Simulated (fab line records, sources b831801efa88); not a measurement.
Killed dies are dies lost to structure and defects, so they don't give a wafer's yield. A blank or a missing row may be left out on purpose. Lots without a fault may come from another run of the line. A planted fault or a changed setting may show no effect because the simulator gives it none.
Which tool did it? | flow gf180mcu | 6 lots, 18 wafers sampled, at 3 steps of a route of 602

WHAT THE GAUGES READ, wafer by wafer
GF_HV_LDD_TW_MEAS_50.
lot  | measured     | on            | HV_LDD_4_TW
L183 | day 12 23:03 | film_metro-03 | 565 564 564
L187 | day 13 23:45 | film_metro-01 | 560 562 562
L190 | day 15 05:38 | film_metro-02 | 576 570 573
L192 | day 15 18:18 | film_metro-01 | 562 564 564
L196 | day 17 08:34 | film_metro-02 | 516 514 513 514 514 514
L198 | day 17 22:51 | film_metro-03 | 506 504 506 506 509 505

WHICH TOOL RAN EACH LOT (tool, then ch and the chambers of the sampled wafers, then the start)
lot  | GF_STI_CMP_25                | GF_HV_LDD_IMPLANT_48
L183 | cmp-02 ch 0,1,2, day 2 12:22 | implanter-02 ch 0, day 12 22:48
L187 | cmp-02 ch 0,1,2, day 3 06:37 | implanter-03 ch 0, day 13 23:33
L190 | cmp-01 ch 1,2,3, day 3 21:40 | implanter-01 ch 0, day 15 05:23
L192 | cmp-02 ch 0,1,3, day 4 07:32 | implanter-03 ch 0, day 15 18:03
L196 | cmp-01 ch 1,3, day 5 05:05   | implanter-03 ch 0, day 17 08:19
L198 | cmp-02 ch 2,3, day 5 18:42   | implanter-03 ch 0, day 17 22:36
- GF_STI_CMP_25: polishes, stops on Si3N4, t overpolish 33 s, target thk 524.6 nm.
- GF_HV_LDD_IMPLANT_48

THE ANSWER, worked out from the rows above alone
Rule: what is usual is taken from the lots themselves. Put in order of their means at a reading, lots are off if they are a third of the lots or fewer, leave a main group of 4 or more, and stand apart from it by a gap of 3 or more times the standard deviation of the main group's means; of several such gaps the widest counts. A main group whose means are all the same, to the digits that the tables above print for the reading, isn't used. A lot without any number at a reading at which 4 lots or more have one is off too. The other lots that the step has rows for count as sound.
Off: L196, L198, at GF_HV_LDD_TW_MEAS_50 (HV_LDD_4_TW). The main group: mean 566, standard deviation 4.5.
A tool fits if, at a process step before that reading, it ran every lot that is off, and no sound lot after the first of them. The gauges at GF_HV_LDD_TW_MEAS_50 are tried like those tools. One fits: implanter-03 at GF_HV_LDD_IMPLANT_48. Its last sound lot is L192 (day 15 18:03), its first lot that is off L196 (day 17 08:19): a fault that began between those two fits.

WHAT THE SIMULATOR HAD PUT IN
Process parameter drift: implanter-03, from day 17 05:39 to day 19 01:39, at GF_HV_LDD_IMPLANT_48. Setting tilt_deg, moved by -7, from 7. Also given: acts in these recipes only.
Lots struck among those shown: L196, L198. The rule above found the same.
